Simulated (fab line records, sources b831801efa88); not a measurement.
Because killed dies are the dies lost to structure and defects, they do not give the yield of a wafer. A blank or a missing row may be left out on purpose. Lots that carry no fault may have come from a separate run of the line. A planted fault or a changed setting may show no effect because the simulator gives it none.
Which tool is to blame? || flow sky130 || 6 lots with 18 wafers sampled at 3 steps, on a route of 708 steps

WHAT THE GAUGES SHOWED, per wafer
SKY_LOCAL_INTERCONNECT_OVL_MEAS_12.
{"lot": "L705", "measured": "day 30 21:34", "on": "overlay-02", "LOCAL_INTERCONNECT_OVL (nm)": "-3 2 0"}
{"lot": "L709", "measured": "day 32 22:17", "on": "overlay-02", "LOCAL_INTERCONNECT_OVL (nm)": "3 4 11"}
{"lot": "L715", "measured": "day 34 10:05", "on": "overlay-01", "LOCAL_INTERCONNECT_OVL (nm)": "0 3 1"}
{"lot": "L720", "measured": "day 35 22:47", "on": "overlay-01", "LOCAL_INTERCONNECT_OVL (nm)": "0 -15 -4"}
{"lot": "L724", "measured": "day 37 13:32", "on": "overlay-01", "LOCAL_INTERCONNECT_OVL (nm)": "11 9 8"}
{"lot": "L725", "measured": "day 38 06:53", "on": "overlay-02", "LOCAL_INTERCONNECT_OVL (nm)": "-5 -7 -8"}

WHAT TOOL EACH LOT RAN ON (gives the tool, then ch and the chambers of the sampled wafers, and finally the start)
{"lot": "L705", "SKY_LI_CONTACT_ETCH_14": "rie_diel-01 ch 0,1,2, day 29 16:05", "SKY_LOCAL_INTERCONNECT_COAT_06": "litho_track-02 ch 0, day 30 07:00"}
{"lot": "L709", "SKY_LI_CONTACT_ETCH_14": "rie_diel-01 ch 0,2,3, day 31 16:49", "SKY_LOCAL_INTERCONNECT_COAT_06": "litho_track-02 ch 0, day 32 07:00"}
{"lot": "L715", "SKY_LI_CONTACT_ETCH_14": "rie_diel-01 ch 0,1, day 33 06:56", "SKY_LOCAL_INTERCONNECT_COAT_06": "litho_track-02 ch 0, day 33 21:00"}
{"lot": "L720", "SKY_LI_CONTACT_ETCH_14": "rie_diel-04 ch 1,2,3, day 34 18:53", "SKY_LOCAL_INTERCONNECT_COAT_06": "litho_track-04 ch 0, day 35 09:00"}
{"lot": "L724", "SKY_LI_CONTACT_ETCH_14": "rie_diel-04 ch 0,1,2, day 36 09:23", "SKY_LOCAL_INTERCONNECT_COAT_06": "litho_track-02 ch 0, day 36 23:00"}
{"lot": "L725", "SKY_LI_CONTACT_ETCH_14": "rie_diel-01 ch 0,1, day 37 03:08", "SKY_LOCAL_INTERCONNECT_COAT_06": "litho_track-02 ch 0, day 37 17:00"}
- SKY_LI_CONTACT_ETCH_14: etches BARC in N2/H2, stops on SiO2, time 45.9 s, target depth 60 nm.
- SKY_LOCAL_INTERCONNECT_COAT_06: resist thk 450 nm.

THE ANSWER, worked out from the rows above alone
Rule: what is usual is taken from the lots themselves. Put in order of their means at a reading, lots are off if they are a third of the lots or fewer, leave a main group of 4 or more, and stand apart from it by a gap of 3 or more times the standard deviation of the main group's means; of several such gaps the widest counts. A main group whose means are all the same, to the digits that the tables above print for the reading, isn't used. A lot without any number at a reading at which 4 lots or more have one is off too. Any other lot the step has rows for is counted as sound.
No lot is off on any of the readings shown, so nothing can be concluded from this.

WHAT WAS PUT IN BY THE SIMULATOR
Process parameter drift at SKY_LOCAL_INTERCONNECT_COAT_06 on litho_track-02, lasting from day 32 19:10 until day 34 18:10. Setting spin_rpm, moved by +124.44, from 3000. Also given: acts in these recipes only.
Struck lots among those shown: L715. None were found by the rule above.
